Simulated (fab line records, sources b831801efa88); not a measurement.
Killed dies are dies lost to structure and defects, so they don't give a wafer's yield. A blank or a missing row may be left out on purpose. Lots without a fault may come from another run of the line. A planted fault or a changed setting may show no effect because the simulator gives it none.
Which tool did it? | flow sky130 | 12 lots, 36 wafers sampled, at 5 steps of a route of 708

WHAT THE GAUGES READ, wafer by wafer
SKY_FIELD_ISO_THK_MEAS_02.
lot  | measured    | on            | FIELD_ISO_OXIDATION_00_THK (nm)
L433 | day 1 18:30 | film_metro-04 | 12.35 12.24 12.43
L434 | day 2 00:32 | film_metro-03 | 11.89 12.00 11.67
L436 | day 2 09:22 | film_metro-03 | 12.13 12.16 12.11
L437 | day 2 12:40 | film_metro-04 | 12.49 12.22 12.17
L439 | day 2 22:40 | film_metro-03 | 12.09 12.16 11.94
L440 | day 3 03:54 | film_metro-02 | 12.25 12.36 12.43
L443 | day 3 18:38 | film_metro-02 | 12.53 12.35 12.27
L445 | day 4 04:38 | film_metro-04 | 12.52 12.59 12.58
L448 | day 4 20:26 | film_metro-03 | 12.04 12.21 11.99
L451 | day 5 10:50 | film_metro-04 | 12.52 12.44 12.47
L453 | day 5 21:22 | film_metro-02 | 12.24 12.14 12.21
L455 | day 6 08:36 | film_metro-03 | 12.65 12.54 12.53

SKY_FIELD_ISO_THK_MEAS_25.
lot  | measured    | on            | FIELD_ISO_CVD_24_THK (nm)
L433 | day 2 13:58 | film_metro-02 | 588 595 590
L434 | day 2 20:35 | film_metro-04 | 589 590 589
L436 | day 3 04:40 | film_metro-02 | 596 602 600
L437 | day 3 09:57 | film_metro-02 | 592 592 585
L439 | day 3 18:06 | film_metro-03 | 587 595 592
L440 | day 4 01:08 | film_metro-03 | 592 588 589
L443 | day 4 16:14 | film_metro-02 | 581 593 591
L445 | day 5 05:03 | film_metro-02 | 600 596 608
L448 | day 5 20:23 | film_metro-04 | 581 581 586
L451 | day 6 10:08 | film_metro-02 | 593 605 600
L453 | day 6 22:45 | film_metro-04 | 599 592 601
L455 | day 7 08:49 | film_metro-03 | 585 586 584

SKY_NWELL_THK_MEAS_02.
lot  | measured    | on            | NWELL_OXIDATION_THK (nm)
L433 | day 2 19:17 | film_metro-04 | 9.93 9.63 9.79
L434 | day 3 00:27 | film_metro-01 | 9.88 10.01 9.87
L436 | day 3 09:08 | film_metro-03 | 9.88 9.99 9.94
L437 | day 3 16:14 | film_metro-01 | 9.94 9.76 9.70
L439 | day 3 22:31 | film_metro-01 | 10.19 10.23 10.44
L440 | day 4 07:12 | film_metro-04 | 15.89 15.74 15.79 15.85 15.64 15.77
L443 | day 4 23:38 | film_metro-04 | 15.78 16.22 16.05 15.77 16.24 16.01
L445 | day 5 11:38 | film_metro-04 | 10.02 10.16 10.10
L448 | day 6 05:55 | film_metro-04 | 16.19 15.87 16.06 16.14 15.90 16.12
L451 | day 6 16:30 | film_metro-01 | 9.95 9.70 9.76
L453 | day 7 06:02 | film_metro-01 | 9.94 9.73 9.82
L455 | day 7 14:02 | film_metro-04 | 10.30 10.25 10.08

WHICH TOOL RAN EACH LOT (tool, then ch and the chambers of the sampled wafers, then the start)
lot  | SKY_FIELD_ISO_STRIP_16              | SKY_NWELL_OXIDATION_01
L433 | plasma_asher-01 ch 0,1, day 2 12:13 | furnace-02 ch 0, day 2 17:53
L434 | plasma_asher-02 ch 0,1, day 2 18:13 | furnace-02 ch 0, day 2 23:03
L436 | plasma_asher-02 ch 0,1, day 3 02:22 | furnace-02 ch 0, day 3 07:45
L437 | plasma_asher-01 ch 0,1, day 3 07:28 | furnace-02 ch 0, day 3 14:50
L439 | plasma_asher-01 ch 0,1, day 3 16:18 | furnace-02 ch 0, day 3 21:06
L440 | plasma_asher-02 ch 0,1, day 3 23:22 | furnace-01 ch 0, day 4 03:57 and furnace-02 ch 0, day 4 05:49
L443 | plasma_asher-02 ch 0,1, day 4 13:37 | furnace-02 ch 0, day 4 20:25 and furnace-01 ch 0, day 4 22:08
L445 | plasma_asher-01 ch 1, day 5 00:49   | furnace-02 ch 0, day 5 10:13
L448 | plasma_asher-01 ch 0,1, day 5 18:37 | furnace-01 ch 0, day 6 01:52
L451 | plasma_asher-01 ch 0,1, day 6 07:07 | furnace-02 ch 0, day 6 15:06
L453 | plasma_asher-02 ch 0,1, day 6 18:32 | furnace-02 ch 0, day 7 04:38
L455 | plasma_asher-01 ch 0,1, day 7 06:16 | furnace-01 ch 0, day 7 12:38
- SKY_FIELD_ISO_STRIP_16: strips in O2/N2.
- SKY_NWELL_OXIDATION_01: stabilise 600 s, purge 300 s, target thk 10 nm.

WHAT THE TOOLS THEMSELVES READ (means of the sampled wafers that have a number; where no wafer has one, the mark that the record gives instead)
SKY_FIELD_ISO_STRIP_16.
lot  | tool            | drypump_motor_current_A (A) | oes_product_au (a.u.) | strip_time_to_endpoint_s (s)
L433 | plasma_asher-01 | 5.4                         | 0.376                 | 3.65
L434 | plasma_asher-02 | 5.3                         | 0.378                 | 3.71
L436 | plasma_asher-02 | 5.3                         | 0.385                 | 3.66
L437 | plasma_asher-01 | 5.1                         | 0.377                 | 3.70
L439 | plasma_asher-01 | 5.4                         | 0.376                 | 3.66
L440 | plasma_asher-02 | 5.3                         | 0.371                 | 3.63
L443 | plasma_asher-02 | 5.3                         | 0.382                 | 3.64
L445 | plasma_asher-01 | 4.9                         | 0.379                 | 3.74
L448 | plasma_asher-01 | 5.4                         | 0.371                 | 3.60
L451 | plasma_asher-01 | 5.3                         | 0.375                 | 3.66
L453 | plasma_asher-02 | 5.3                         | 0.382                 | 3.69
L455 | plasma_asher-01 | 5.1                         | 0.369                 | 3.63

SKY_NWELL_OXIDATION_01.
lot  | tool                  | spike_tc_bottom_C (C) | zone_power_upper_pct (%)
L433 | furnace-02            | 916                   | 18.5
L434 | furnace-02            | 915                   | 18.1
L436 | furnace-02            | 914                   | 18.3
L437 | furnace-02            | 915                   | 18.2
L439 | furnace-02            | 914                   | 18.3
L440 | furnace-01/furnace-02 | 919                   | 18.0
L443 | furnace-02/furnace-01 | 920                   | 17.9
L445 | furnace-02            | 915                   | 18.2
L448 | furnace-01            | 923                   | 17.4
L451 | furnace-02            | 915                   | 18.1
L453 | furnace-02            | 916                   | 18.1
L455 | furnace-01            | 923                   | 17.4

THE ANSWER, worked out from the rows above alone
Rule: what is usual is taken from the lots themselves. Put in order of their means at a reading, lots are off if they are a third of the lots or fewer, leave a main group of 4 or more, and stand apart from it by a gap of 3 or more times the standard deviation of the main group's means; of several such gaps the widest counts. A main group whose means are all the same, to the digits that the tables above print for the reading, isn't used. A lot without any number at a reading at which 4 lots or more have one is off too. The other lots that the step has rows for count as sound. The gauges are gone through in route order, then the tools' own readings, and for those a lot's mean is taken as printed above. The first step at which some lot is off is used, and at that step the reading that is off furthest; a lot without a number counts as furthest.
Off: L440, L443, L448, at SKY_NWELL_THK_MEAS_02 (NWELL_OXIDATION_THK). The main group: mean 9.96 nm, standard deviation 0.18.
A tool fits if, at a process step before that reading, it ran every lot that is off, and no sound lot after the first of them. The gauges at SKY_NWELL_THK_MEAS_02 aren't tried: what is off there is off at SKY_NWELL_OXIDATION_01 too, on other tools, and a gauge's error can't cause that. None of those tried fits.

WHAT THE SIMULATOR HAD PUT IN
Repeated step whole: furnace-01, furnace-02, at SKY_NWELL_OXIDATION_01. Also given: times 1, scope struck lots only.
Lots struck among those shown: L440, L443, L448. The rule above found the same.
